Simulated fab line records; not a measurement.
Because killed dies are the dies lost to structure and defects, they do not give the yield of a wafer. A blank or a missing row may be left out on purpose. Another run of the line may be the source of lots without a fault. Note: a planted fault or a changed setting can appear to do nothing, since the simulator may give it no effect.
fab line records    flow sky130
record: lots: 12  wafers: 36  last_day: 50
route steps=708 shown FIELD_ISO@5 DNWELL@44 SONOS_ONO@172 SD_N@349
lots that met no fault: taken from a fault-free run of the same line
start_h: the number of hours between the record's first day and the start of the first shown wafer of the lot    wait_h: how many hours have passed since the lot's step before this one    " same as the row above    L1.1+2: a row that stands for several wafers    - value missing, or start not given    * or withheld: withheld    < > ~ a bound
route shown NAME@n: names a module that has steps shown in the file, with the first one's number in the route    usual: average and standard deviation across the fault-free wafers    same: alike in all rows    chamber/n: place in a boat    sites: the reading at each site    _std_site: their standard deviation    _edge_site: mean of outer sites minus mean of inner sites    radius_mm: how far each site lies from the wafer's centre    mask NAME#n: copy n    behind: the most recent tool/chamber to have shaped the wafer    hold: the reason the lot was held/the length of the hold in hours/how it ended    device: which transistor (n, p or np) failed to switch    end of line: the tests these same wafers got at the end of their route    for a step that has no rows: nothing shown but its recipe    killed: at the first sort, the dies lost to defects and structure; wafer yield is something else    map: dies across one wafer; x = killed, . = not, _ = none there
set.NAME: setting as actually run; set.NAME@STEP: the setting as run at that earlier step    model.NAME: the simulator's own value behind a step, which no gauge read
steps of the route over a sample of lots; a table a step, a row a wafer
services: from which hour (start_h, from the record's first day; less than 0 if before it) a tool's chamber was out of use, for how many hours, and why
== steps ==
step: SKY_FIELD_ISO_THK_MEAS_04
recipe: reads: Si3N4_of_FIELD_ISO_CVD_03
usual: FIELD_ISO_CVD_03_THK: 165.8/1.3
lot.wafer  tool           chamber  start_h  wait_h  FIELD_ISO_CVD_03_THK[nm]
L911.1     film_metro-01  -        30.27    0.0     166.7
L911.3     "              -        "        "       166.9
L911.4     "              -        "        "       165.9
L910.3     film_metro-04  -        30.29    0.0     166.2
L910.4     "              -        "        "       163.9
L910.6     "              -        "        "       164.2
L912.4     film_metro-02  -        30.30    0.0     164.9
L912.5     "              -        "        "       166.2
L912.6     "              -        "        "       166.4
L913.4     film_metro-04  -        30.36    0.1     165.5
L913.5     "              -        "        "       165.7
L913.6     "              -        "        "       165.8
L914.2     film_metro-02  -        38.38    0.0     163.6
L914.4     "              -        "        "       165.3
L914.5     "              -        "        "       164.8
L916.1     film_metro-01  -        44.66    0.0     165.6
L916.2     "              -        "        "       166.3
L916.4     "              -        "        "       166.4
L921.1     film_metro-01  -        71.64    0.0     166.2
L921.2     "              -        "        "       165.0
L921.3     "              -        "        "       164.6
L922.3     film_metro-01  -        75.04    0.0     163.7
L922.5     "              -        "        "       164.9
L922.6     "              -        "        "       164.0
L923.2     film_metro-02  -        79.38    0.0     166.3
L923.4     "              -        "        "       167.2
L923.6     "              -        "        "       166.3
L931.1     film_metro-04  -        123.29   0.0     165.4
L931.4     "              -        "        "       167.7
L931.6     "              -        "        "       165.4
L932.1     film_metro-01  -        129.87   0.0     162.8
L932.3     "              -        "        "       166.1
L932.6     "              -        "        "       163.6
L933.2     film_metro-02  -        136.17   0.0     165.0
L933.4     "              -        "        "       166.0
L933.6     "              -        "        "       165.4
step: SKY_DNWELL_TW_MEAS_09
usual: DNWELL_TW: 1121/9.3
lot.wafer  tool           chamber  start_h  wait_h  DNWELL_TW
L912.4     film_metro-04  -        65.99    0.2     1104
L912.5     "              -        "        "       1106
L912.6     "              -        "        "       1100
L911.1     film_metro-01  -        69.52    0.1     1133
L911.3     "              -        "        "       1132
L911.4     "              -        "        "       1138
L910.3     film_metro-03  -        69.74    0.1     1115
L910.4     "              -        "        "       1114
L910.6     "              -        "        "       1108
L913.4     film_metro-04  -        69.90    0.1     1101
L913.5     "              -        "        "       1114
L913.6     "              -        "        "       1108
L914.2     film_metro-04  -        78.68    0.1     1114
L914.4     "              -        "        "       1111
L914.5     "              -        "        "       1113
L916.1     film_metro-01  -        84.17    0.1     1133
L916.2     "              -        "        "       1129
L916.4     "              -        "        "       1137
L921.1     film_metro-03  -        112.42   0.1     1113
L921.2     "              -        "        "       1113
L921.3     "              -        "        "       1116
L922.3     film_metro-03  -        115.84   0.1     1122
L922.5     "              -        "        "       1124
L922.6     "              -        "        "       1123
L923.2     film_metro-01  -        121.68   0.1     1127
L923.4     "              -        "        "       1122
L923.6     "              -        "        "       1122
L931.1     film_metro-03  -        169.07   0.1     1118
L931.4     "              -        "        "       1117
L931.6     "              -        "        "       1116
L932.1     film_metro-03  -        177.32   0.1     1117
L932.3     "              -        "        "       1116
L932.6     "              -        "        "       1125
L933.2     film_metro-03  -        183.48   0.1     1124
L933.4     "              -        "        "       1123
L933.6     "              -        "        "       1117
step: SKY_SONOS_ONO_CVD_04
recipe: material: SiO2  precursor: SiH4/N2O  target_thk_nm: 5.7199  temp_c: 905.2  pressure_mtorr: 400
usual: spike_tc_bottom_C: 922.1/1.2  spike_tc_centre_C: 904.8/1  spike_tc_top_C: 918/3.8  spike_tc_upper_C: 904.8/0.97  zone_power_centre_pct: 18.42/0.27  zone_power_lower_pct: 15.9/0.54  zone_power_upper_pct: 19.3/0.5
lot.wafer  tool      chamber  start_h  wait_h  spike_tc_bottom_C  spike_tc_centre_C  spike_tc_top_C  spike_tc_upper_C  zone_power_centre_pct  zone_power_lower_pct  zone_power_upper_pct
L912.4     lpcvd-03  1        272.45   0.0     923.1              903.8              916             904.9             18.12                  15.1                  18.7
L912.5     "         1        "        "       922.1              906.2              914             904.6             18.81                  15.5                  18.5
L912.6     "         1        "        "       921.7              903.1              914             905.3             18.67                  15.4                  18.7
L911.1     lpcvd-03  1        275.60   0.1     924.7              905.4              916             904.1             18.93                  15.4                  19.1
L911.3     "         1        "        "       923.1              904.8              915             904.0             18.69                  15.3                  19.2
L911.4     "         1        "        "       923.2              905.7              915             904.5             18.83                  15.4                  18.7
L910.3     lpcvd-03  0        276.85   0.2     922.8              906.0              922             904.7             17.85                  16.3                  19.7
L910.4     "         0        "        "       920.2              906.4              922             904.6             18.37                  16.5                  19.8
L910.6     "         0        "        "       922.1              905.4              923             903.6             18.22                  16.7                  19.7
L913.4     lpcvd-03  0        279.75   0.0     921.4              904.3              922             903.5             18.74                  16.6                  19.5
L913.5     "         0        "        "       922.5              905.0              921             903.9             18.20                  16.6                  19.6
L913.6     "         0        "        "       921.2              905.2              925             905.3             18.48                  16.2                  19.7
L914.2     lpcvd-03  0        322.86   0.0     923.2              904.4              923             905.2             18.48                  16.3                  19.8
L914.4     "         0        "        "       921.4              904.4              923             904.8             18.12                  16.4                  20.2
L914.5     "         0        "        "       921.9              905.5              921             904.7             18.19                  16.5                  20.0
L916.1     lpcvd-03  0        322.86   0.1     920.1              904.1              924             905.3             18.30                  16.5                  19.7
L916.2     "         0        "        "       919.6              905.0              922             902.4             18.29                  16.4                  19.4
L916.4     "         0        "        "       919.9              906.8              923             903.7             18.16                  16.5                  19.6
L921.1     lpcvd-03  1        337.22   0.1     921.6              906.8              914             907.1             18.93                  15.5                  18.9
L921.2     "         1        "        "       923.8              903.5              913             905.7             18.96                  15.3                  18.9
L921.3     "         1        "        "       922.9              906.0              915             905.0             18.59                  15.3                  18.7
L922.3     lpcvd-03  0        344.59   0.0     920.5              924.7              922             902.3             25.31                  12.8                  15.4
L922.5     "         0        "        "       922.5              925.7              922             901.7             24.99                  13.3                  15.9
L922.6     "         0        "        "       922.2              925.5              922             901.6             25.51                  13.1                  15.7
L923.2     lpcvd-03  1        354.60   0.0     921.8              924.8              914             902.8             26.00                  12.2                  14.9
L923.4     "         1        "        "       923.3              926.6              915             902.6             25.96                  12.3                  15.1
L923.6     "         1        "        "       922.4              924.4              915             900.9             26.16                  12.1                  14.9
L931.1     lpcvd-03  1        427.69   0.1     921.3              905.4              915             904.7             18.65                  15.5                  18.7
L931.4     "         1        "        "       922.9              906.6              914             904.8             18.44                  15.2                  19.0
L931.6     "         1        "        "       922.3              905.4              915             905.0             18.90                  15.6                  19.0
L932.1     lpcvd-03  0        434.12   0.1     921.3              903.9              922             904.0             18.11                  16.6                  20.2
L932.3     "         0        "        "       921.5              904.4              922             905.1             18.16                  16.6                  20.0
L932.6     "         0        "        "       920.4              905.3              921             905.4             18.22                  16.3                  19.7
L933.2     lpcvd-03  1        439.52   0.0     922.7              902.9              916             904.3             18.48                  15.4                  19.0
L933.4     "         1        "        "       922.1              904.7              914             905.4             18.66                  15.3                  18.9
L933.6     "         1        "        "       923.6              904.6              915             906.2             18.60                  15.2                  19.2
step: SKY_SONOS_ONO_THK_MEAS_05
recipe: reads: SiO2_of_SONOS_ONO_CVD_04
usual: SONOS_ONO_CVD_04_THK: 6.19/0.12
lot.wafer  tool           chamber  start_h  wait_h  SONOS_ONO_CVD_04_THK[nm]
L912.4     film_metro-04  -        273.73   0.0     6.43
L912.5     "              -        "        "       6.44
L912.6     "              -        "        "       6.55
L911.1     film_metro-01  -        276.89   0.0     6.40
L911.3     "              -        "        "       6.25
L911.4     "              -        "        "       6.15
L910.3     film_metro-04  -        278.12   0.0     6.12
L910.4     "              -        "        "       6.18
L910.6     "              -        "        "       6.09
L913.4     film_metro-01  -        281.03   0.0     6.27
L913.5     "              -        "        "       6.31
L913.6     "              -        "        "       6.43
L916.1     film_metro-02  -        324.74   0.0     6.13
L916.2     "              -        "        "       6.13
L916.4     "              -        "        "       6.07
L914.2     film_metro-01  -        324.75   0.0     6.24
L914.4     "              -        "        "       6.16
L914.5     "              -        "        "       6.15
L921.1     film_metro-02  -        338.47   0.0     6.08
L921.2     "              -        "        "       6.13
L921.3     "              -        "        "       5.96
L922.3     film_metro-02  -        345.86   0.0     7.12
L922.5     "              -        "        "       7.04
L922.6     "              -        "        "       6.88
L923.2     film_metro-02  -        355.86   0.0     6.34
L923.4     "              -        "        "       6.41
L923.6     "              -        "        "       6.71
L931.1     film_metro-04  -        428.94   0.0     6.30
L931.4     "              -        "        "       6.25
L931.6     "              -        "        "       6.28
L932.1     film_metro-04  -        435.37   0.0     6.19
L932.3     "              -        "        "       6.22
L932.6     "              -        "        "       6.20
L933.2     film_metro-01  -        440.78   0.0     6.12
L933.4     "              -        "        "       6.21
L933.6     "              -        "        "       6.25
step: SKY_SD_N_CD_MEAS_07
recipe: target_cd_nm: 380
usual: cd_nm: 379.2/2.3
lot.wafer  tool       chamber  start_h  wait_h  cd_nm
L910.3     cd_sem-02  -        671.66   0.1     379.2
L910.4     "          -        "        "       378.5
L910.6     "          -        "        "       377.6
L911.1     cd_sem-01  -        672.82   0.1     377.6
L911.3     "          -        "        "       378.6
L911.4     "          -        "        "       377.9
L913.4     cd_sem-01  -        673.71   0.1     379.4
L913.5     "          -        "        "       381.9
L913.6     "          -        "        "       381.5
L912.4     cd_sem-02  -        674.73   0.1     379.8
L912.5     "          -        "        "       381.2
L912.6     "          -        "        "       381.4
L914.2     cd_sem-01  -        723.08   0.1     377.2
L914.4     "          -        "        "       375.6
L914.5     "          -        "        "       377.1
L916.1     cd_sem-02  -        724.50   0.1     375.3
L916.2     "          -        "        "       375.4
L916.4     "          -        "        "       375.6
L921.1     cd_sem-01  -        737.21   0.1     380.0
L921.2     "          -        "        "       379.6
L921.3     "          -        "        "       377.2
L922.3     cd_sem-02  -        738.16   0.1     373.6
L922.5     "          -        "        "       378.7
L922.6     "          -        "        "       378.6
L923.2     cd_sem-01  -        749.58   0.1     375.0
L923.4     "          -        "        "       374.3
L923.6     "          -        "        "       375.7
L931.1     cd_sem-01  -        817.66   0.1     378.9
L931.4     "          -        "        "       376.4
L931.6     "          -        "        "       380.1
L932.1     cd_sem-01  -        822.21   0.1     382.5
L932.3     "          -        "        "       382.2
L932.6     "          -        "        "       381.8
L933.2     cd_sem-01  -        828.58   0.1     382.9
L933.4     "          -        "        "       379.9
L933.6     "          -        "        "       379.7
== services ==
tool      chamber  start_h  hours  kind
lpcvd-03  -        255.29   1.3    repair
== key ==
first_sign: step: SKY_SONOS_ONO_CVD_04  reading: zone_power_centre_pct  direction: up  sigmas: 27  usual: 18.42  struck: 25.65
effect: step: SKY_SONOS_ONO_CVD_04  reading: spike_tc_centre_C  direction: up  sigmas: 20  usual: 904.8  struck: 925.3
effect: step: SKY_SONOS_ONO_THK_MEAS_05  reading: SONOS_ONO_CVD_04_THK  direction: up  sigmas: 4.6  usual: 6.19  struck: 6.75  wafers_moved: 5
met_at SKY_SONOS_ONO_CVD_04
struck_lots L922,L923
tester_left_out L922,L923
not_acting_at SKY_FIELD_ISO_THK_MEAS_04,SKY_DNWELL_TW_MEAS_09,SKY_SD_N_CD_MEAS_07
onset_between 337.22 344.59
fault: kind: process_parameter_drift  tool: lpcvd-03  chamber: -  onset_h: 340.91  steps: SKY_SONOS_ONO_CVD_04  channel: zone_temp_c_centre  offset: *  shape: step  end_h: 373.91
tester_left_out: of these lots the tester's yield and bins aren't shown, on N5 and GAA mostly nor the transistor test; their killed dies are dies lost to structure and defects alone, not to doping, threshold or leakage, so they don't give the yield
